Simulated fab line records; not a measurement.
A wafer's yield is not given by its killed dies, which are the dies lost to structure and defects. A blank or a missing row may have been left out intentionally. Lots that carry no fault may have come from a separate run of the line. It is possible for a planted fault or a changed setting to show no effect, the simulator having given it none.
Check of tool commonality	flow sky130	Sampled: 11 lots, 36 wafers

## REASON IT WAS OPENED
SKY_VT_ADJUST_LVTN_TW_MEAS_10, reading VT_ADJUST_LVTN_TW: flagged on 1 of 11 lots. No-fault wafers: 241.4, standard deviation 2.2.
Rule: flag the lot when none of its wafers has a number, or when each of its wafers that has one lies beyond 4 standard deviations from that mean. All remaining lots are regarded as sound.

lot	measured	on	VT_ADJUST_LVTN_TW, wafer by wafer	flag
L107	day 8 08:27	film metro-03	243.6 244.1 243.1	
L110	day 8 23:45	film metro-03	243.9 242.2 243.9	
L111	day 9 00:43	film metro-02	242.0 240.8 239.9	
L112	day 9 09:13	film metro-03	243.1 242.7 240.5	
L114	day 9 21:10	film metro-03	30.1 30.2 30.2 29.9 30.2 30.1	FLAGGED
L122	day 12 07:15	film metro-02	243.8 242.3 242.5	
L123	day 12 14:17	film metro-03	241.5 243.3 242.3	
L125	day 12 20:58	film metro-04	237.8 236.8 237.6	
L124	day 12 22:04	film metro-04	238.0 238.8 239.4	
L126	day 13 02:12	film metro-04	238.7 239.4 240.4	
L127	day 13 06:50	film metro-02	243.9 245.3 243.7	
The mean of the flagged lots' numbers is 30.1, -211.3 from the usual (-96 standard deviations).

## WHICH TOOL RAN EACH LOT
Before the reading, the record contains 2 process steps out of a 708-step route. Every cell lists first the tool, next ch and the chambers used by the sampled wafers, and last the start.
lot	flag	SKY_VT_ADJUST_HVTP_STRIP_10	SKY_VT_ADJUST_LVTN_STRIP_09
L107		plasma asher-04 ch 0,1, day 7 10:10	plasma asher-01 ch 0,1, day 8 08:21
L110		plasma asher-04 ch 0,1, day 8 01:28	plasma asher-01 ch 0,1, day 8 23:39
L111		plasma asher-03 ch 0,1, day 8 02:28	plasma asher-01 ch 0,1, day 9 00:36
L112		plasma asher-02 ch 0,1, day 8 10:59	plasma asher-03 ch 0,1, day 9 09:06
L114	FLAGGED	plasma asher-02 ch 0,1, day 8 23:21	plasma asher-04 ch 0,1, day 9 21:04
L122		plasma asher-04 ch 0,1, day 11 07:10	plasma asher-03 ch 0,1, day 12 07:10
L123		plasma asher-02 ch 0,1, day 11 13:58	plasma asher-04 ch 0,1, day 12 14:12
L125		plasma asher-04 ch 0,1, day 11 19:54	plasma asher-01 ch 0,1, day 12 20:52
L124		plasma asher-03 ch 0,1, day 11 20:52	plasma asher-03 ch 0,1, day 12 21:59
L126		plasma asher-03 ch 0,1, day 12 01:13	plasma asher-04 ch 0,1, day 13 02:06
L127		plasma asher-02 ch 0,1, day 12 05:26	plasma asher-04 ch 0,1, day 13 06:45
What is done by these steps:
- SKY_VT_ADJUST_HVTP_STRIP_10: strips in O2/N2.
- SKY_VT_ADJUST_LVTN_STRIP_09: strips in O2/N2.
- SKY_VT_ADJUST_LVTN_TW_MEAS_10

## FLAGGED AGAINST TOTAL, ONE TOOL AT A TIME (gauges that did the reading follow at the end)
step	tool	lots run	flagged	share of the flagged lots	sound lots run after its first flagged lot
SKY_VT_ADJUST_HVTP_STRIP_10	plasma asher-02	4	1	all	2 (L123,L127)
SKY_VT_ADJUST_HVTP_STRIP_10	plasma asher-03	3	0	none	-
SKY_VT_ADJUST_HVTP_STRIP_10	plasma asher-04	4	0	none	-
SKY_VT_ADJUST_LVTN_STRIP_09	plasma asher-01	4	0	none	-
SKY_VT_ADJUST_LVTN_STRIP_09	plasma asher-03	3	0	none	-
SKY_VT_ADJUST_LVTN_STRIP_09	plasma asher-04	4	1	all	3 (L123,L126,L127)
SKY_VT_ADJUST_LVTN_TW_MEAS_10	film metro-02	3	0	none	-
SKY_VT_ADJUST_LVTN_TW_MEAS_10	film metro-03	5	1	all	1 (L123)
SKY_VT_ADJUST_LVTN_TW_MEAS_10	film metro-04	3	0	none	-

## WHAT THE TABLE ALLOWS
Rows of the table that ran every flagged lot, 3 in all: plasma asher-02 at SKY_VT_ADJUST_HVTP_STRIP_10, plasma asher-04 at SKY_VT_ADJUST_LVTN_STRIP_09, film metro-03 at SKY_VT_ADJUST_LVTN_TW_MEAS_10.
- plasma asher-02 at SKY_VT_ADJUST_HVTP_STRIP_10 ran 4 lots, 1 of them flagged. Lots that were sound ran on it after the first flagged one (L123, L127); a persistent fault on the entire tool would not allow that. Its own readings lie more than 4 standard deviations out on every wafer of the flagged lots: oes product au.
- plasma asher-04 at SKY_VT_ADJUST_LVTN_STRIP_09 ran 4 lots, 1 of them flagged. Lots that were sound ran on it after the first flagged one (L123, L126, L127); a persistent fault on the entire tool would not allow that. Its own readings lie more than 4 standard deviations out on every wafer of the flagged lots: strip time to endpoint s.
- film metro-03 at SKY_VT_ADJUST_LVTN_TW_MEAS_10 ran 5 lots, 1 of them flagged. Lots that were sound ran on it after the first flagged one (L123); a persistent fault on the entire tool would not allow that.
No row of the table ran every flagged lot and no sound lot after the first.

## WHAT HAD BEEN PUT IN BY THE SIMULATOR
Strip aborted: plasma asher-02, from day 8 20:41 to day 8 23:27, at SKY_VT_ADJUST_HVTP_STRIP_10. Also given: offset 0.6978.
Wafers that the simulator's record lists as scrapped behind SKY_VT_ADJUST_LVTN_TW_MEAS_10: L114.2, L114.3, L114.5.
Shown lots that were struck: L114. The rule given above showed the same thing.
